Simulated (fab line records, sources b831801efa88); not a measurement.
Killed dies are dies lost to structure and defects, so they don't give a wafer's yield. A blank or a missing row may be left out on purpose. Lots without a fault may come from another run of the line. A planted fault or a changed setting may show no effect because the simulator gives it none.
Which tool did it? | flow sfq_line | 13 lots, 39 wafers sampled, at 3 steps of a route of 325

WHAT THE GAUGES READ, wafer by wafer
SFQ_M1_OVL_MEAS_911. Usual: M1_OVL -2 nm, standard deviation 5.8.
lot  | measured     | on         | M1_OVL (nm) | flag
L161 | day 22 18:59 | overlay-01 | 2 -1 -1     |
L164 | day 24 09:23 | overlay-01 | -5 -8 -7    |
L165 | day 24 15:23 | overlay-02 | 14 8 10     |
L166 | day 25 13:49 | overlay-01 | -3 -3 1     |
L168 | day 26 10:47 | overlay-01 | -4 -5 -3    |
L169 | day 26 14:24 | overlay-01 | -10 -15 -12 |
L170 | day 26 23:59 | overlay-02 | -5 -6 -5    |
L172 | day 27 11:59 | overlay-01 | -6 -5 -3    |
L173 | day 27 16:47 | overlay-01 | 3 7 2       |
L174 | day 27 17:59 | overlay-02 | -7 -7 0     |
L178 | day 30 10:35 | overlay-01 | 0 -7 -12    |
L182 | day 31 21:22 | overlay-02 | 3 -2 1      |
L183 | day 32 13:01 | overlay-02 | -6 -1 4     |

SFQ_JJ_RS_MEAS_929: measures by four-point-probe. Usual: JJ_NB_RS 1.050 ohm/sq, standard deviation 0.012.
lot  | measured     | on            | JJ_NB_RS (ohm/sq) | flag
L161 | day 53 16:27 | film_metro-03 | 1.034 1.033 1.029 |
L164 | day 54 17:29 | film_metro-03 | 1.028 1.041 1.040 |
L165 | day 54 18:39 | film_metro-03 | 1.054 1.053 1.048 |
L166 | day 57 12:25 | film_metro-02 | 1.063 1.048 1.051 |
L168 | day 62 17:17 | film_metro-01 | 1.042 1.043 1.052 |
L169 | day 62 18:40 | film_metro-02 | 1.052 1.058 1.057 |
L170 | day 63 02:42 | film_metro-01 | 1.049 1.063 1.059 |
L172 | day 63 22:05 | film_metro-01 | 1.067 1.063 1.073 |
L173 | day 64 01:40 | film_metro-02 | 1.066 1.058 1.062 |
L174 | day 64 07:32 | film_metro-02 | 1.045 1.044 0.719 | OFF
L178 | day 66 11:51 | film_metro-01 | 1.039 1.039 1.032 |
L182 | day 67 23:48 | film_metro-01 | 1.053 1.043 1.051 |
L183 | day 68 02:12 | film_metro-02 | 1.057 1.071 1.059 |

WHICH TOOL RAN EACH LOT (tool, then ch and the chambers of the sampled wafers, then the start)
lot  | SFQ_TRILAYER_JJ_TRILAYER_DEP_SPUTTER_112
L161 | pvd_sputter-03, day 53 16:22
L164 | pvd_sputter-03, day 54 17:22
L165 | pvd_sputter-06, day 54 18:34
L166 | pvd_sputter-05, day 57 12:20
L168 | pvd_sputter-03, day 62 17:10
L169 | pvd_sputter-05, day 62 18:32
L170 | pvd_sputter-05, day 63 02:35
L172 | pvd_sputter-06, day 63 21:58
L173 | pvd_sputter-03, day 64 01:34
L174 | pvd_sputter-06, day 64 07:28
L178 | pvd_sputter-03, day 66 11:43
L182 | pvd_sputter-05, day 67 23:42
L183 | pvd_sputter-06, day 68 02:06
- SFQ_TRILAYER_JJ_TRILAYER_DEP_SPUTTER_112: material Nb, target thk 170 nm, time 113.3 s.

WHAT THE TOOLS THEMSELVES READ (means of the sampled wafers that have a number; where no wafer has one, the mark that the record gives instead)
SFQ_TRILAYER_JJ_TRILAYER_DEP_SPUTTER_112. Usual: throttle_valve_pct 29.9 %, standard deviation 0.81.
lot  | tool           | throttle_valve_pct (%) | flag
L161 | pvd_sputter-03 | 30.8                   |
L164 | pvd_sputter-03 | 30.4                   |
L165 | pvd_sputter-06 | 29.7                   |
L166 | pvd_sputter-05 | 29.5                   |
L168 | pvd_sputter-03 | 30.2                   |
L169 | pvd_sputter-05 | 29.4                   |
L170 | pvd_sputter-05 | 29.3                   |
L172 | pvd_sputter-06 | 30.3                   |
L173 | pvd_sputter-03 | 30.1                   |
L174 | pvd_sputter-06 | 29.8                   |
L178 | pvd_sputter-03 | 30.3                   |
L182 | pvd_sputter-05 | 29.1                   |
L183 | pvd_sputter-06 | 30.4                   |

THE ANSWER, worked out from the rows above alone
Rule: a lot is off if the mean of its wafers that have a number lies more than 3 standard deviations from the usual mean. A lot without any number at a reading at which 4 lots or more have one is off too. The other lots that the step has rows for count as sound. The gauges are gone through in route order, then the tools' own readings, and for those a lot's mean is taken as printed above. The first step at which some lot is off is used, and at that step the reading that is off furthest; a lot without a number counts as furthest.
Off: L174, at SFQ_JJ_RS_MEAS_929 (JJ_NB_RS).
A tool fits if, at a process step before that reading, it ran every lot that is off, and no sound lot after the first of them. The gauges at SFQ_JJ_RS_MEAS_929 are tried like those tools. None of those tried fits.

WHAT THE SIMULATOR HAD PUT IN
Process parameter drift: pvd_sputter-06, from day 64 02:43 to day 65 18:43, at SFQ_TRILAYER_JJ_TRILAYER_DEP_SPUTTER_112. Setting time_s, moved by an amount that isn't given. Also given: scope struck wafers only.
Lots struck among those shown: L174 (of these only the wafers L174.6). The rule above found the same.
